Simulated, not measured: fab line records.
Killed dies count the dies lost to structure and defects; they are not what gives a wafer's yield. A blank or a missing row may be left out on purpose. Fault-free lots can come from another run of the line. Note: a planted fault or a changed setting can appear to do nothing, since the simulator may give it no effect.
Problem report, 8D (eight disciplines) form, completed by code / flow gf180mcu / the parts of the form that need people (team, actions taken, sign-off) are left out

## 1. WHAT WENT WRONG
Wafers free of any fault read 698 nm (standard deviation 8.9) for PASSIVATION_CVD_02_THK at GF_PASSIVATION_THK_MEAS_03, against a mean of 984 nm on 6 wafers of 2 lots. That is +32 standard deviations from the usual mean.
Earliest sighting: wafer L328.3 on film metro-02 at day 31 13:35. Wafers with a number at this step in the record: 42, from 14 lots. By rule, "out" or "out of limits" means more than 4 standard deviations away from the usual mean. The rest of the wafers with a number are treated as sound.

## 2. WHAT THIS IS AND IS NOT
question=which readings at this step | is=PASSIVATION_CVD_02_THK | is not=-
question=which lots | is=L328, L329 | is not=L317, L319, L320, L321, L326, L330, L331, L332, L336, L337, L338, L339
question=which wafers of those lots | is=all that have a number | is not=-
question=read on which gauges | is=film metro-01, film metro-02 | is not=film metro-04
question=when | is=from day 31 13:35 | is not=up to then (15 sound wafers); but 21 sound wafers of L330, L331, L332, L336, L337, L338, L339 came after

## 3. WHAT RULES OUT EACH SUSPECT
Counting: a tool stays on the suspect list if, at a process step up to the reading, it processed all lots that are out and no sound lot following the first of them.
- the gauge at GF_PASSIVATION_THK_MEAS_03 is ruled out. 2 gauges (film metro-01, film metro-02) read the wafers that are out.
- plasma asher-04 at GF_M2_STRIP_17 (strips in O2/N2): ruled out as a lasting fault. After its first lot that is out, L328 (day 23 11:38), sound lots L330, L336, L338, L339 ran on it.
- pecvd-03 at GF_PASSIVATION_CVD_02 (deposits Si3N4, target thk 700 nm, time 486.18 s): kept. It ran every lot that is out, first L328 (day 31 13:17), and no sound lot after that; its last sound lot up to then is L320 (day 29 06:35).
Left after counting: pecvd-03 at GF_PASSIVATION_CVD_02.

## 4. THE CAUSE (what the simulator had put in)
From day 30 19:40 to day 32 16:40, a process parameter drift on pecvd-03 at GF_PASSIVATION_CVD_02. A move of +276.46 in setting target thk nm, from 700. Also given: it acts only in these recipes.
Only this tool survived the counting.

## 5. SEQUENCE OF EFFECTS, ordered by route
One row per reading whose mean, taken over the struck wafers that have a number, lies over 3 standard deviations from the usual. Readings are gone through only where the record gives a usual standard deviation; hours: the median, over the lots, of the time from a lot's start at the first step in this table giving one to that lot's start at this step; sigmas: the change measured in usual standard deviations.
hours=0; step=GF_PASSIVATION_THK_MEAS_03; reading=PASSIVATION_CVD_02_THK; usual=698 nm; on struck wafers=984; change=+286; sigmas=+32

## 6. WHAT WOULD HAVE CAUGHT IT SOONER
Counted from the fault's start at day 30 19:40, it took 18 hours until the first out-of-limits reading at a measuring or inspecting step in this record, taken at day 31 13:35.
Of the tool readings at GF_PASSIVATION_CVD_02 for which the record gives a usual standard deviation, none was out on any struck wafer, so an alarm limit of 4 standard deviations on them would not have fired.
Of the lots that are out (2), L329 began GF_PASSIVATION_CVD_02 on pecvd-03 after day 31 13:35. Putting the tool on hold at that point would have spared it.
